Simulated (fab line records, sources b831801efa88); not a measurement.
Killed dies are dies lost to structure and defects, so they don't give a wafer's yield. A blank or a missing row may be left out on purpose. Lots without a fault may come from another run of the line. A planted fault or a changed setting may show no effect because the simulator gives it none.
Problem report in the 8D (eight disciplines) form, filled by code | flow sky130 | the parts of the form that need people (team, actions taken, sign-off) are left out

1. THE PROBLEM
oes_product_au at SKY_GATE_OXIDE_STRIP_13 reads a mean of 0.928 a.u. on 3 wafers of 1 lot; wafers without a fault read 0.716 a.u. with a standard deviation of 0.0047. That is +45 standard deviations from the usual mean.
The step: strips in O2/N2.
First seen on wafer L522.1, day 16 22:55, on plasma_asher-02. The record holds 39 wafers of 13 lots with a number at this step. Rule for "out", or "out of limits": more than 4 standard deviations from the usual mean. The other wafers with a number count as sound.

2. WHAT IT IS AND WHAT IT IS NOT
question                    | is                     | is not
which readings at this step | oes_product_au         | drypump_motor_current_A
which lots                  | L522                   | L514, L515, L517, L519, L520, L521, L523, L525, L531, L534, L535, L536
which wafers of those lots  | all that have a number | -
read on which tools         | plasma_asher-02        | plasma_asher-01, plasma_asher-03
when                        | from day 16 22:55      | up to then (18 sound wafers); but 18 sound wafers of L523, L525, L531, L534, L535, L536 came after

3. SUSPECTS, AND WHAT RULES EACH OUT
Counting: a tool at a process step up to the reading stays a suspect if it ran every lot that is out and no sound lot after the first of them.
- plasma_asher-02 at SKY_GATE_OXIDE_STRIP_13 (strips in O2/N2): ruled out as a lasting fault. Sound lots L536 ran on it after its first lot that is out, L522 (day 16 22:55).
Left after counting: nothing in the record.

4. THE CAUSE (what the simulator had put in)
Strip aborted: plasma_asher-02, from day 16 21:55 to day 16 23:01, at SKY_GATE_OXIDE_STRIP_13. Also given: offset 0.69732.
Counting ruled it out, wrongly.

5. THE CHAIN OF EFFECTS, in route order
Each row: a reading whose mean over the struck wafers that have a number lies more than 3 standard deviations from the usual. Only readings for which the record gives a usual standard deviation are gone through. hours: the time from each lot's start at the first step in this table that gives one to its start at this step, as a median over the lots. sigmas: the change in usual standard deviations.
hours | step                    | reading             | usual      | on struck wafers | change | sigmas
0     | SKY_GATE_OXIDE_STRIP_13 | oes_product_au      | 0.716 a.u. | 0.928            | +0.212 | +45
741   | SKY_PAD_OPEN_PROBE_99   | killed_at_front_end | 14         | 430              | +416   | +95
741   | SKY_PAD_OPEN_PROBE_99   | killed_dies         | 87         | 492              | +405   | +46
741   | SKY_PAD_OPEN_PROBE_99   | killed_on_rim       | 17         | 96               | +79    | +22
The process steps in it:
- SKY_GATE_OXIDE_STRIP_13: strips in O2/N2.
- SKY_PAD_OPEN_PROBE_99
Readings that are blank on the struck wafers while sound wafers have them: strip_time_to_endpoint_s at SKY_GATE_OXIDE_STRIP_13.

6. WHAT WOULD HAVE CAUGHT IT SOONER
In this record the first reading out of limits was taken at day 16 22:55, 1 hour after the fault began at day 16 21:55.
